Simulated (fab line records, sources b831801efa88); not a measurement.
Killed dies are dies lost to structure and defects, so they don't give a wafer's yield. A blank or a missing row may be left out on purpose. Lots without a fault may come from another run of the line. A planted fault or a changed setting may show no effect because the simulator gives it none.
fab line records | flow sky130
record lots=7 wafers=18 last_day=49
route steps=708 shown NWELL@63 PAD_OPEN@708
lots that met no fault: from a run of the same line without faults
start_h: hours from the record's first day to the start of the lot's first wafer shown | wait_h: hours since the lot's step before | " the same as in the row above | L1.1+2: a row that stands for several wafers | - no value, or no start given | * or withheld: withheld | < > ~ a bound
route shown NAME@n: a module of which the file shows steps, and the number in the route of the first | usual: mean/standard deviation of fault-free wafers | same: alike in all rows | chamber/n: place in a boat | sites: the reading at each site | _std_site: their standard deviation | _edge_site: outer sites' mean less inner sites' | radius_mm: how far each site lies from the wafer's centre | mask NAME#n: copy n | behind: the tool/chamber that last shaped the wafer | hold: why the lot was held/for how many hours/how that ended | device: the transistor (n, p or np) that didn't switch | end of line: the same wafers' tests at the end of the route | a step without rows: its recipe alone | killed: dies lost to structure and defects at the first sort, not the wafer's yield | map: a wafer's dies, x killed, . not, _ none there
set.NAME: the setting as run; set.NAME@STEP: as run at that earlier step | model.NAME: the simulator's own value behind a step, which no gauge read
lots at some steps of the route; a table a step, a row a wafer
services: from which hour (start_h, from the record's first day; less than 0 if before it) a tool's chamber was out of use, for how many hours, and why
## steps
# step SKY_NWELL_OVL_MEAS_10
# usual NWELL_00_OVL=-0.6/1.3
# columns lot.wafer tool chamber start_h wait_h NWELL_00_OVL[nm]
L858.1 overlay-02 - 103.03 - -1.7
L858.2 " - " " -2.3
L858.4 " - " " -1.2
L864.1 overlay-01 - 127.53 - -0.1
L864.5 " - " " -1.8
L864.6 " - " " -0.3
L862.4 overlay-02 - 128.25 - -3.6
L862.5 " - " " -2.2
L862.6 " - " " -4.4
L867.1 overlay-02 - 150.55 - -0.5
L867.4 " - " " -0.1
L867.6 " - " " -0.2
L872.3 overlay-02 - 175.19 - -2.4
L872.5 " - " " -2.1
L873.3 overlay-01 - 180.81 - -0.3
L873.5 " - " " 0.2
L874.3 overlay-02 - 185.24 - -0.9
L874.5 " - " " -1.0
# step SKY_NWELL_IMPLANT_11
# recipe species=P energy_kev=400 dose_cm2=1.9e+13 tilt_deg=withheld
# step SKY_NWELL_IMPLANT_12
# recipe species=P energy_kev=120 dose_cm2=1.3e+12 tilt_deg=withheld
# step SKY_NWELL_IMPLANT_13
# recipe species=P energy_kev=50 dose_cm2=7e+11 tilt_deg=withheld
# step SKY_NWELL_STRIP_14
# recipe chemistry=O2/N2 power_w=1400 pressure_mtorr=1500 platen_temp_c=withheld o2_flow_sccm=3000 n2_flow_sccm=300 overash_fraction=0.5
# usual drypump_motor_current_A=5.73/0.29 oes_product_au=0.722/0.0046 strip_time_to_endpoint_s=36.94/0.1
# columns lot.wafer tool chamber start_h wait_h drypump_motor_current_A oes_product_au rf_hours_counter_h strip_time_to_endpoint_s
L858.1 plasma_asher-04 1 103.52 0.1 6.39 0.729 28 37.07
L858.2 " 0 " " 5.77 0.722 28 37.04
L858.4 " 1 " " 6.38 0.721 - 37.01
L864.1 plasma_asher-04 1 128.02 0.1 6.37 0.725 31 37.07
L864.5 " 0 " " 5.74 0.720 - 37.03
L864.6 " 1 " " 6.36 0.720 - 37.00
L862.4 plasma_asher-01 0 128.75 0.1 5.48 0.718 - 36.81
L862.5 " 0 " " 5.45 0.717 - 37.00
L862.6 " 1 " " 5.43 0.728 - 36.77
L867.1 plasma_asher-04 1 151.03 0.1 6.29 0.722 33 36.81
L867.4 " 0 " " 5.77 0.724 - 36.81
L867.6 " 1 " " 6.32 0.717 - 36.81
L872.3 plasma_asher-02 0 175.70 0.1 5.80 0.721 - 36.93
L872.5 " 1 " " 5.85 0.724 - 37.02
L873.3 plasma_asher-04 0 181.32 0.1 5.75 0.721 - 36.93
L873.5 " 1 " " 6.35 0.723 - 36.94
L874.3 plasma_asher-02 1 185.75 0.1 5.86 0.719 - 36.95
L874.5 " 0 " " 5.81 0.713 - 36.99
# step SKY_NWELL_TW_MEAS_15
# usual NWELL_TW=1814/15
# columns lot.wafer tool chamber start_h wait_h NWELL_TW
L858.1 film_metro-03 - 103.62 0.1 1800
L858.2 " - " " 1806
L858.4 " - " " 1809
L864.1 film_metro-02 - 128.12 0.1 1802
L864.5 " - " " 1795
L864.6 " - " " 1810
L862.4 film_metro-02 - 128.85 0.1 1795
L862.5 " - " " 1814
L862.6 " - " " 1795
L867.1 film_metro-04 - 151.13 0.1 1823
L867.4 " - " " 1835
L867.6 " - " " 1817
L872.3 film_metro-04 - 175.79 0.1 1824
L872.5 " - " " 1815
L873.3 film_metro-02 - 181.40 0.1 1826
L873.5 " - " " 1833
L874.3 film_metro-02 - 185.84 0.1 1822
L874.5 " - " " 1821
# step SKY_NWELL_DEHYDRATE_16
# recipe temp_c=200 time_s=60
# step SKY_NWELL_HMDS_17
# recipe prime_time_s=60 prime_temp_c=120
# step SKY_NWELL_COAT_18
# recipe spin_rpm=2000 resist_thk_nm=3000
# step SKY_NWELL_SOFTBAKE_19
# recipe temp_c=110 time_s=withheld
# step SKY_NWELL_EXPOSE_20
# recipe mask_id=NWM_COMPLEMENT na=0.6 source_shape=conventional sigma_outer=0.6 polarization=unpolarized target_cd_nm=840 dose_mj=260
# step SKY_NWELL_PEB_21
# recipe temp_c=115 time_s=withheld
# step SKY_NWELL_DEVELOP_22
# recipe wall_angle_deg=90 developer=TMAH develop_time_s=60 dev_temp_c=23
# columns lot.wafer tool chamber start_h wait_h
L858.1+2+4 litho_track-02 0 121 -
L864.1+5+6 litho_track-02 0 147 -
L862.4+5+6 litho_track-03 0 148 -
L867.1+4+6 litho_track-04 0 170 -
L872.3+5 litho_track-04 0 196 -
L873.3+5 litho_track-04 0 202 -
L874.3+5 litho_track-04 0 206 -
# step SKY_NWELL_OVL_MEAS_23
# usual NWELL_01_OVL=-0.2/1.3
# columns lot.wafer tool chamber start_h wait_h NWELL_01_OVL[nm]
L858.1 overlay-02 - 122.05 - 0.5
L858.2 " - " " 0.4
L858.4 " - " " 0.9
L864.1 overlay-02 - 147.60 - -0.4
L864.5 " - " " -2.7
L864.6 " - " " -1.3
L862.4 overlay-02 - 148.30 - 0.3
L862.5 " - " " 1.9
L862.6 " - " " 2.4
L867.1 overlay-02 - 170.78 - 0.7
L867.4 " - " " 1.7
L867.6 " - " " 1.8
L872.3 overlay-02 - 196.34 - -0.5
L872.5 " - " " -
L873.3 overlay-01 - 202.29 - 0.8
L873.5 " - " " -
L874.3 overlay-01 - 206.34 - 0.4
L874.5 " - " " -
# step SKY_NWELL_IMPLANT_24
# recipe species=B energy_kev=140 dose_cm2=9.2e+12 tilt_deg=withheld
# step SKY_PAD_OPEN_PROBE_99
# usual killed_at_M0_to_M3=43/6.8 killed_at_M4_up=3.0/1.6 killed_at_contacts=25/6 killed_at_front_end=15/4.4 killed_at_other=0.3/0.52 killed_dies=86/9.6 killed_on_rim=17/3.5 killed_open=47/6.7 killed_short=39/6.8
# same gross_dies=492 killed_at_back_side=0
# columns lot.wafer tool chamber start_h wait_h killed_at_M0_to_M3 killed_at_M4_up killed_at_contacts killed_at_front_end killed_at_other killed_dies killed_on_rim killed_open killed_short
L858.1 prober-01 - 1096.65 0.1 40 3 27 12 0 82 15 50 32
L858.2 prober-01 - 1096.70 0.1 45 0 23 19 0 87 17 45 41
L858.4 prober-01 - 1096.80 0.2 42 3 29 17 0 91 19 48 43
L862.4 prober-02 - 1126.96 0.2 43 3 37 16 1 100 21 54 45
L862.5 prober-02 - 1127.01 0.2 37 3 28 15 0 83 18 48 35
L862.6 prober-02 - 1127.06 0.2 43 1 32 16 0 92 27 59 33
L864.1 prober-01 - 1127.74 0.1 47 2 32 20 0 101 18 55 45
L864.5 prober-01 - 1127.94 0.2 44 5 24 17 1 91 16 51 39
L864.6 prober-01 - 1127.99 0.2 41 1 29 12 1 84 20 49 32
L867.1 prober-02 - 1154.35 0.1 54 3 12 13 0 82 15 43 39
L867.4 prober-02 - 1154.50 0.2 51 5 23 12 0 91 17 55 36
L867.6 prober-02 - 1154.60 0.2 36 5 27 10 1 79 17 44 35
L872.3 prober-01 - 1165.30 0.2 47 1 26 22 1 97 15 43 54
L872.5 prober-01 - 1165.40 0.2 48 6 22 416 0 492 96 45 45
L873.3 prober-02 - 1170.63 0.2 43 5 30 7 0 85 14 46 39
L873.5 prober-02 - 1170.73 0.2 35 8 27 421 1 492 96 47 39
L874.3 prober-01 - 1174.50 0.2 57 4 27 7 0 95 19 60 35
L874.5 prober-01 - 1174.60 0.2 40 4 27 421 0 492 96 44 46
# killed by level:class
L858.1 VIA1:geometric_particle:open=12 CONTACT:geometric_particle:open=12 LI_CONTACT:geometric_particle:open=6 POLY_GATE:geometric_particle:open=5 METAL1:geometric_particle:short=5 CONTACT:geometric_particle:short=4 VIA1:geometric_particle:short=4 VIA2:geometric_particle:short=3
L858.2 CONTACT:geometric_particle:open=10 VIA1:geometric_particle:open=7 METAL2:geometric_particle:short=7 VIA3:geometric_particle:open=7 FIELD_ISO:geometric_particle:short=5 POLY_GATE:geometric_particle:open=5 LOCAL_INTERCONNECT:geometric_particle:short=4 METAL1:geometric_particle:short=4
L858.4 CONTACT:geometric_particle:open=12 VIA3:geometric_particle:open=9 METAL2:geometric_particle:short=9 VIA1:geometric_particle:open=8 CONTACT:geometric_particle:short=6 VIA2:geometric_particle:open=6 FIELD_ISO:geometric_particle:open=4 POLY_GATE:geometric_particle:short=4
L862.4 CONTACT:geometric_particle:open=12 VIA1:geometric_particle:open=9 VIA1:geometric_particle:short=9 LI_CONTACT:geometric_particle:open=8 CONTACT:geometric_particle:short=8 LI_CONTACT:geometric_particle:short=5 VIA2:geometric_particle:open=5 FIELD_ISO:geometric_particle:open=4
L862.5 VIA1:geometric_particle:open=9 LI_CONTACT:geometric_particle:open=8 CONTACT:geometric_particle:open=7 VIA3:geometric_particle:open=7 FIELD_ISO:geometric_particle:open=5 VIA2:geometric_particle:open=5 CONTACT:geometric_particle:short=5 METAL1:geometric_particle:short=5
L862.6 CONTACT:geometric_particle:open=14 VIA3:geometric_particle:open=9 VIA1:geometric_particle:open=9 LI_CONTACT:geometric_particle:short=8 LI_CONTACT:geometric_particle:open=7 FIELD_ISO:geometric_particle:open=5 VIA2:geometric_particle:open=5 FIELD_ISO:geometric_particle:short=4
L864.1 LI_CONTACT:geometric_particle:open=12 VIA1:geometric_particle:open=11 VIA2:geometric_particle:open=9 LOCAL_INTERCONNECT:geometric_particle:short=8 METAL2:geometric_particle:short=7 VIA3:geometric_particle:open=7 FIELD_ISO:geometric_particle:short=6 POLY_GATE:geometric_particle:short=5
L864.5 CONTACT:geometric_particle:open=11 VIA1:geometric_particle:open=10 METAL2:geometric_particle:short=7 VIA2:geometric_particle:open=7 FIELD_ISO:geometric_particle:open=6 CONTACT:geometric_particle:short=6 FIELD_ISO:geometric_particle:short=3 POLY_GATE:geometric_particle:open=3
L864.6 CONTACT:geometric_particle:open=11 FIELD_ISO:geometric_particle:open=6 LI_CONTACT:geometric_particle:open=6 VIA1:geometric_particle:open=6 VIA2:geometric_particle:open=6 VIA3:geometric_particle:open=6 METAL1:geometric_particle:short=5 VIA1:geometric_particle:short=5
L867.1 VIA1:geometric_particle:open=10 VIA1:geometric_particle:short=7 VIA2:geometric_particle:open=7 METAL2:geometric_particle:short=6 VIA3:geometric_particle:open=6 FIELD_ISO:geometric_particle:short=5 CONTACT:geometric_particle:open=5 VIA2:geometric_particle:short=5
L867.4 VIA1:geometric_particle:open=13 CONTACT:geometric_particle:open=12 VIA2:geometric_particle:open=7 VIA3:geometric_particle:open=7 METAL2:geometric_particle:short=6 FIELD_ISO:geometric_particle:open=5 VIA1:geometric_particle:short=5 LI_CONTACT:geometric_particle:short=4
L867.6 CONTACT:geometric_particle:open=11 LI_CONTACT:geometric_particle:open=7 VIA1:geometric_particle:short=7 VIA3:geometric_particle:open=6 CONTACT:geometric_particle:short=5 VIA2:geometric_particle:open=5 FIELD_ISO:geometric_particle:open=3 POLY_GATE:geometric_particle:short=3
L872.3 CONTACT:geometric_particle:open=9 FIELD_ISO:geometric_particle:open=8 CONTACT:geometric_particle:short=8 VIA1:geometric_particle:short=8 FIELD_ISO:geometric_particle:short=7 METAL1:geometric_particle:short=7 VIA1:geometric_particle:open=6 METAL2:geometric_particle:short=6
L872.5 NWELL:area_develop=402 VIA1:geometric_particle:open=15 CONTACT:geometric_particle:open=11 VIA1:geometric_particle:short=8 POLY_GATE:geometric_particle:short=5 VIA2:geometric_particle:open=5 FIELD_ISO:geometric_particle:short=4 CONTACT:geometric_particle:short=4
L873.3 LI_CONTACT:geometric_particle:open=12 VIA1:geometric_particle:open=10 CONTACT:geometric_particle:open=7 METAL1:geometric_particle:short=7 VIA2:geometric_particle:open=6 CONTACT:geometric_particle:short=5 VIA3:geometric_particle:open=4 METAL4:geometric_particle:short=4
L873.5 NWELL:area_develop=405 VIA1:geometric_particle:open=12 CONTACT:geometric_particle:open=10 POLY_GATE:geometric_particle:open=6 METAL4:geometric_particle:short=6 FIELD_ISO:geometric_particle:short=5 LI_CONTACT:geometric_particle:open=5 LOCAL_INTERCONNECT:geometric_particle:short=5
L874.3 VIA3:geometric_particle:open=14 CONTACT:geometric_particle:open=13 VIA1:geometric_particle:open=9 LI_CONTACT:geometric_particle:open=8 METAL2:geometric_particle:short=8 VIA2:geometric_particle:open=6 VIA1:geometric_particle:short=5 VIA3:geometric_particle:short=5
L874.5 NWELL:area_develop=402 CONTACT:geometric_particle:open=11 LI_CONTACT:geometric_particle:open=8 VIA2:geometric_particle:open=6 FIELD_ISO:geometric_particle:open=5 POLY_GATE:geometric_particle:open=5 CONTACT:geometric_particle:short=5 METAL1:geometric_particle:short=5
# map L872.5 (x killed, . not)
__________xxxxxxxxxx_________
________xxxxxxxxxxxxxx_______
______xxxxxxxxxxxxxxxxxx_____
_____xxxxxxxxxxxxxxxxxxxx____
____xxxxxxxxxxxxxxxxxxxxxx___
___xxxxxxxxxxxxxxxxxxxxxxxx__
__xxxxxxxxxxxxxxxxxxxxxxxxxx_
_xxxxxxxxxxxxxxxxxxxxxxxxxxxx
_xxxxxxxxxxxxxxxxxxxxxxxxxxxx
_xxxxxxxxxxxxxxxxxxxxxxxxxxxx
_xxxxxxxxxxxxxxxxxxxxxxxxxxxx
_xxxxxxxxxxxxxxxxxxxxxxxxxxxx
_xxxxxxxxxxxxxxxxxxxxxxxxxxxx
_xxxxxxxxxxxxxxxxxxxxxxxxxxxx
_xxxxxxxxxxxxxxxxxxxxxxxxxxxx
__xxxxxxxxxxxxxxxxxxxxxxxxxx_
___xxxxxxxxxxxxxxxxxxxxxxxx__
____xxxxxxxxxxxxxxxxxxxxxx___
_____xxxxxxxxxxxxxxxxxxxx____
______xxxxxxxxxxxxxxxxxx_____
________xxxxxxxxxxxxxx_______
__________xxxxxxxxxx_________
# map L873.5 (x killed, . not)
__________xxxxxxxxxx_________
________xxxxxxxxxxxxxx_______
______xxxxxxxxxxxxxxxxxx_____
_____xxxxxxxxxxxxxxxxxxxx____
____xxxxxxxxxxxxxxxxxxxxxx___
___xxxxxxxxxxxxxxxxxxxxxxxx__
__xxxxxxxxxxxxxxxxxxxxxxxxxx_
_xxxxxxxxxxxxxxxxxxxxxxxxxxxx
_xxxxxxxxxxxxxxxxxxxxxxxxxxxx
_xxxxxxxxxxxxxxxxxxxxxxxxxxxx
_xxxxxxxxxxxxxxxxxxxxxxxxxxxx
_xxxxxxxxxxxxxxxxxxxxxxxxxxxx
_xxxxxxxxxxxxxxxxxxxxxxxxxxxx
_xxxxxxxxxxxxxxxxxxxxxxxxxxxx
_xxxxxxxxxxxxxxxxxxxxxxxxxxxx
__xxxxxxxxxxxxxxxxxxxxxxxxxx_
___xxxxxxxxxxxxxxxxxxxxxxxx__
____xxxxxxxxxxxxxxxxxxxxxx___
_____xxxxxxxxxxxxxxxxxxxx____
______xxxxxxxxxxxxxxxxxx_____
________xxxxxxxxxxxxxx_______
__________xxxxxxxxxx_________
## services
# columns tool chamber start_h hours kind
plasma_asher-04 - 87.18 9.7 repair
plasma_asher-04 - 157.77 5.4 repair
plasma_asher-04 - 199.23 2.8 pm
## key
first_sign step=SKY_NWELL_OVL_MEAS_23 reading=NWELL_01_OVL direction=missing
effect step=SKY_PAD_OPEN_PROBE_99 reading=killed_at_front_end direction=up sigmas=91 usual=15 struck=419
more_kills_born_at SKY_NWELL_DEVELOP_22@litho_track-04=1209
met_at SKY_NWELL_DEVELOP_22
struck_wafers L872.5,L873.5,L874.5
tester_left_out L872,L873,L874
onset_between 170 196
fault kind=process_parameter_drift tool=litho_track-04 chamber=- onset_h=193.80 steps=SKY_NWELL_DEVELOP_22 channel=develop_time_s offset=* shape=step end_h=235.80 scope=struck_wafers_only acts_in=* stated=*
# tester_left_out: of these lots the tester's yield and bins aren't shown, on N5 and GAA mostly nor the transistor test; their killed dies are dies lost to structure and defects alone, not to doping, threshold or leakage, so they don't give the yield
